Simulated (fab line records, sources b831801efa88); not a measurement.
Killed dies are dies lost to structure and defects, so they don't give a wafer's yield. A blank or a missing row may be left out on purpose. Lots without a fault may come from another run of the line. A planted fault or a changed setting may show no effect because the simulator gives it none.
Which tool did it? | flow gf180mcu | 14 lots, 40 wafers sampled, at 4 steps of a route of 602

WHAT THE GAUGES READ, wafer by wafer
GF_M1_CD_MEAS_14: target cd 230 nm.
lot  | measured     | on        | cd_nm (nm)
L699 | day 17 04:10 | cd_sem-01 | 231.7 232.3
L700 | day 17 12:14 | cd_sem-01 | 230.0 229.1 229.8
L701 | day 17 23:57 | cd_sem-01 | 229.3 230.3 230.5
L702 | day 18 04:44 | cd_sem-01 | 227.6 227.3 227.9
L703 | day 18 13:31 | cd_sem-01 | 227.8 228.5 228.4
L704 | day 18 23:17 | cd_sem-02 | 229.8 229.0 227.6
L705 | day 19 11:19 | cd_sem-01 | 231.8 232.1 231.5
L707 | day 20 02:26 | cd_sem-02 | 230.1 229.4 229.4
L711 | day 21 17:34 | cd_sem-02 | 230.1 231.3 229.5
L717 | day 23 15:53 | cd_sem-01 | 227.2 226.3 227.3
L718 | day 23 22:34 | cd_sem-02 | 229.4 229.5 230.2
L720 | day 24 10:57 | cd_sem-02 | 229.0 229.0 229.4
L721 | day 24 21:31 | cd_sem-01 | 230.7 229.9
L722 | day 25 04:16 | cd_sem-01 | 229.3 228.4 229.6

WHICH TOOL RAN EACH LOT (tool, then ch and the chambers of the sampled wafers, then the start)
lot  | GF_VT_IMPLANT_STRIP_31               | GF_CONTACT_SPUTTER_22        | GF_M1_SPUTTER_04
L699 | plasma_asher-04 ch 0,1, day 6 21:07  | pvd_sputter-02, day 16 04:59 | pvd_sputter-04, day 16 05:50
L700 | plasma_asher-04 ch 0,1, day 7 03:43  | pvd_sputter-01, day 16 13:40 | pvd_sputter-01, day 16 14:32
L701 | plasma_asher-03 ch 0,1, day 7 11:12  | pvd_sputter-03, day 17 00:58 | pvd_sputter-04, day 17 01:50
L702 | plasma_asher-03 ch 1, day 7 17:33    | pvd_sputter-02, day 17 05:46 | pvd_sputter-04, day 17 06:38
L703 | plasma_asher-02 ch 0,1, day 8 02:34  | pvd_sputter-02, day 17 13:58 | pvd_sputter-04, day 17 14:49
L704 | plasma_asher-04 ch 0,1, day 8 05:57  | pvd_sputter-01, day 17 22:31 | pvd_sputter-01, day 17 23:23
L705 | plasma_asher-04 ch 0,1, day 8 13:03  | pvd_sputter-02, day 18 09:37 | pvd_sputter-01, day 18 10:42
L707 | plasma_asher-04 ch 0,1, day 9 00:12  | pvd_sputter-01, day 19 02:01 | pvd_sputter-02, day 19 02:53
L711 | plasma_asher-04 ch 0,1, day 10 04:57 | pvd_sputter-01, day 20 16:31 | pvd_sputter-02, day 20 17:23
L717 | plasma_asher-02 ch 0,1, day 11 21:00 | pvd_sputter-01, day 22 15:32 | pvd_sputter-04, day 22 16:23
L718 | plasma_asher-02 ch 0, day 12 00:48   | pvd_sputter-02, day 22 22:23 | pvd_sputter-04, day 22 23:14
L720 | plasma_asher-04 ch 0,1, day 12 13:09 | pvd_sputter-03, day 23 11:16 | pvd_sputter-01, day 23 12:07
L721 | plasma_asher-04 ch 1, day 12 20:38   | pvd_sputter-03, day 23 22:49 | pvd_sputter-04, day 23 23:41
L722 | plasma_asher-03 ch 0,1, day 13 04:12 | pvd_sputter-03, day 24 04:34 | pvd_sputter-01, day 24 05:26
- GF_VT_IMPLANT_STRIP_31: strips in O2/N2.
- GF_CONTACT_SPUTTER_22: material Ti, target thk 15 nm, time 80.02 s.
- GF_M1_SPUTTER_04: material TiN, target thk 50 nm, time 41.7 s.

WHAT THE TOOLS THEMSELVES READ (means of the sampled wafers that have a number; where no wafer has one, the mark that the record gives instead)
GF_VT_IMPLANT_STRIP_31.
lot  | tool            | chamber_pressure_mTorr (mTorr) | drypump_motor_current_A (A) | heater_power_w (W) | o2_flow_sccm (sccm) | oes_product_au (a.u.) | strip_time_to_endpoint_s (s)
L699 | plasma_asher-04 | 1498.2                         | 5.3                         | 308                | 3000                | 0.711                 | 12.62
L700 | plasma_asher-04 | 1501.7                         | 5.3                         | 299                | 3003                | 0.717                 | 12.61
L701 | plasma_asher-03 | 1501.0                         | 5.6                         | 314                | 3007                | 0.718                 | 12.64
L702 | plasma_asher-03 | 1501.1                         | 5.4                         | 257                | 2994                | 0.721                 | 12.58
L703 | plasma_asher-02 | 1499.3                         | 5.9                         | 353                | 2989                | 0.715                 | 12.63
L704 | plasma_asher-04 | 1498.9                         | 5.4                         | 312                | 2997                | 0.720                 | 12.65
L705 | plasma_asher-04 | 1500.5                         | 5.4                         | 306                | 2996                | 0.716                 | 12.66
L707 | plasma_asher-04 | 1800.5                         | 5.3                         | 295                | 2999                | 0.740                 | 12.16
L711 | plasma_asher-04 | 1799.0                         | 5.4                         | 307                | 2996                | 0.740                 | 12.15
L717 | plasma_asher-02 | 1499.2                         | 5.9                         | 352                | 3002                | 0.718                 | 12.67
L718 | plasma_asher-02 | 1500.1                         | 6.3                         | 360                | 3004                | 0.709                 | 12.60
L720 | plasma_asher-04 | 1499.9                         | 5.4                         | 313                | 3007                | 0.719                 | 12.66
L721 | plasma_asher-04 | 1500.0                         | 5.2                         | 282                | 3006                | 0.714                 | 12.61
L722 | plasma_asher-03 | 1499.2                         | 5.8                         | 365                | 3000                | 0.718                 | 12.63

GF_CONTACT_SPUTTER_22.
lot  | tool           | throttle_valve_pct (%)
L699 | pvd_sputter-02 | 29.7
L700 | pvd_sputter-01 | 29.2
L701 | pvd_sputter-03 | 30.2
L702 | pvd_sputter-02 | 29.3
L703 | pvd_sputter-02 | 29.3
L704 | pvd_sputter-01 | 27.7
L705 | pvd_sputter-02 | 29.2
L707 | pvd_sputter-01 | 30.2
L711 | pvd_sputter-01 | 28.8
L717 | pvd_sputter-01 | 30.5
L718 | pvd_sputter-02 | 29.3
L720 | pvd_sputter-03 | 30.0
L721 | pvd_sputter-03 | 30.4
L722 | pvd_sputter-03 | 30.0

GF_M1_SPUTTER_04.
lot  | tool           | throttle_valve_pct (%)
L699 | pvd_sputter-04 | 30.3
L700 | pvd_sputter-01 | 29.9
L701 | pvd_sputter-04 | 30.4
L702 | pvd_sputter-04 | 30.6
L703 | pvd_sputter-04 | 30.9
L704 | pvd_sputter-01 | 30.9
L705 | pvd_sputter-01 | 30.8
L707 | pvd_sputter-02 | 29.3
L711 | pvd_sputter-02 | 29.5
L717 | pvd_sputter-04 | 31.0
L718 | pvd_sputter-04 | 30.3
L720 | pvd_sputter-01 | 29.8
L721 | pvd_sputter-04 | 30.6
L722 | pvd_sputter-01 | 29.9

THE ANSWER, worked out from the rows above alone
Rule: what is usual is taken from the lots themselves. Put in order of their means at a reading, lots are off if they are a third of the lots or fewer, leave a main group of 4 or more, and stand apart from it by a gap of 3 or more times the standard deviation of the main group's means; of several such gaps the widest counts. A main group whose means are all the same, to the digits that the tables above print for the reading, isn't used. A lot without any number at a reading at which 4 lots or more have one is off too. The other lots that the step has rows for count as sound. The gauges are gone through in route order, then the tools' own readings, and for those a lot's mean is taken as printed above. The first step at which some lot is off is used, and at that step the reading that is off furthest; a lot without a number counts as furthest.
Off: L707, L711, at GF_VT_IMPLANT_STRIP_31 (chamber_pressure_mTorr). The main group: mean 1499.9 mTorr, standard deviation 0.98.
A tool fits if, at that step or a process step before it, it ran every lot that is off, and no sound lot after the first of them. None of those tried fits.

WHAT THE SIMULATOR HAD PUT IN
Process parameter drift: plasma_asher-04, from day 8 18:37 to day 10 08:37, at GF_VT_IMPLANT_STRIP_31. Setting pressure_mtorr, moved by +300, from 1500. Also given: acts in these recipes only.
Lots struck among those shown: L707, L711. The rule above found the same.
